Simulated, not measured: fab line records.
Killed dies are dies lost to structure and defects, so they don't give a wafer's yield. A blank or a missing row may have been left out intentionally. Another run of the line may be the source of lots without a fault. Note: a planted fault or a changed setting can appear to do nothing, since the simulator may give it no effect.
A lot that was struck, set against a sound lot | flow sky130 | 22 steps out of a route of 708
Sound: these wafers, L411.2, L411.4, L411.5. The struck wafers were L414.2, L414.3, L414.5. The cause comes at the end.
Per side, at each step with rows, come the tool, then ch with its chambers, and then its first start. Under that, the readings that differ: sound wafers | struck wafers | difference of the means | sigmas: that difference in standard deviations of wafers without a fault.
alike: readings with means less than 2 such deviations apart, plus words and numbers identical on both sides. not compared: withheld readings, readings lacking a value on some wafer, bounds such as >300 that could conceal the same value, and numbers that have no deviation in the record and whose values overlap.
Wherever a step has rows on one side only, a row that says differs or no value, or a row with sigmas, the two part there. When numbers do not overlap yet have no deviation, they are printed without sigmas and do not part them. A reading missing from all wafers of one side parts the sides only when that side holds two or more wafers.

first, 1 step without rows for these wafers: SKY_POLY_GATE_OXIDATION_20 (stabilise 600 s, purge 300 s, target thk 4 nm).
SKY_POLY_GATE_THK_MEAS_21:
  sound on filmMetro-02 at day 20 00:13; struck on filmMetro-01 at day 20 23:37
  alike: POLY_GATE_OXIDATION_THK
SKY_POLY_GATE_CD_MEAS_22:
  sound on cdSem-01 at day 20 00:18; struck on cdSem-02 at day 20 23:41
  alike: cdNm
then, 7 steps without rows for these wafers: SKY_LDD_N_DEHYDRATE_00 (time 60 s); SKY_LDD_N_HMDS_01 (prime time 60 s); SKY_LDD_N_COAT_02 (resist thk 300 nm); SKY_LDD_N_SOFTBAKE_03 (time 60 s); SKY_LDD_N_EXPOSE_04 (exposes mask NTM, target cd 840 nm); SKY_LDD_N_PEB_05; SKY_LDD_N_DEVELOP_06 (develop time 60 s).
SKY_LDD_N_OVL_MEAS_07:
  sound on overlay-01 at day 21 05:59; struck on overlay-01 at day 22 06:41
  alike: LDD_N_OVL
after that, 1 step had no rows for these wafers: SKY_LDD_N_IMPLANT_08.
SKY_LDD_N_IMPLANT_09:
  sound on implanter-01 ch 0, day 21 06:11; struck on implanter-01 ch 0, day 22 06:54
reading          | sound                         | struck                        | difference | sigmas
doseIonsCm2      | 7.513e+13 7.507e+13 7.498e+13 | 5.455e+13 5.455e+13 5.455e+13 | -2.051e+13 | -99 or more
faradayCurrentUA | 426 417 425                   | 296 311 313                   | -116       | -14
then, 6 steps without rows for these wafers: SKY_LDD_N_IMPLANT_10; SKY_LDD_N_IMPLANT_11; SKY_LDD_N_IMPLANT_12; SKY_LDD_N_IMPLANT_13; SKY_LDD_N_IMPLANT_14; SKY_LDD_N_IMPLANT_15.
SKY_LDD_N_STRIP_16: strips in O2/N2.
  sound on plasmaAsher-02 ch 0,1, day 21 07:13; struck on plasmaAsher-02 ch 0, day 22 07:55
reading                  | sound             | struck            | difference | sigmas
stripTimeToEndpointS (s) | 4.326 4.307 4.299 | 4.287 4.266 4.244 | -0.045     | -2
  alike: drypumpMotorCurrentA, o2FlowSccm, oesProductAu
  not compared: rfHoursCounterH
SKY_LDD_N_TW_MEAS_17:
  sound on filmMetro-02 at day 21 07:19; struck on filmMetro-02 at day 22 08:02
  alike: LDD_N_TW
-- the record jumps here: 27 days lie between the struck wafers' starts before and after (it left off in module LDD_N and takes up again in module PAD_OPEN, whose first step shown is number 708 of the route) --
SKY_PAD_OPEN_PROBE_99:
  sound on prober-02 at day 48 07:16; struck on prober-01 at day 48 21:34
reading                  | sound           | struck            | difference | sigmas
model.etest.tipN.rsOhmSq | 442.1 446 441.8 | 464.6 464.5 465.5 | +21.6      | 
  alike: killed_at_M0_to_M3, killed_at_M4_up, killedAtContacts, killedAtFrontEnd, killedAtOther, killedDies, killedOpen, killedShort

== WHERE THEY PART ==
First at SKY_LDD_N_IMPLANT_09; last, within this record, at SKY_LDD_N_STRIP_16. Later steps at which nothing parts them and some readings are alike: SKY_LDD_N_TW_MEAS_17, SKY_PAD_OPEN_PROBE_99.

WHY: whatever the simulator had introduced
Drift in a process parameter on implanter-01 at SKY_LDD_N_IMPLANT_09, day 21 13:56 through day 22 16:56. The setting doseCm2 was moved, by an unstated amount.
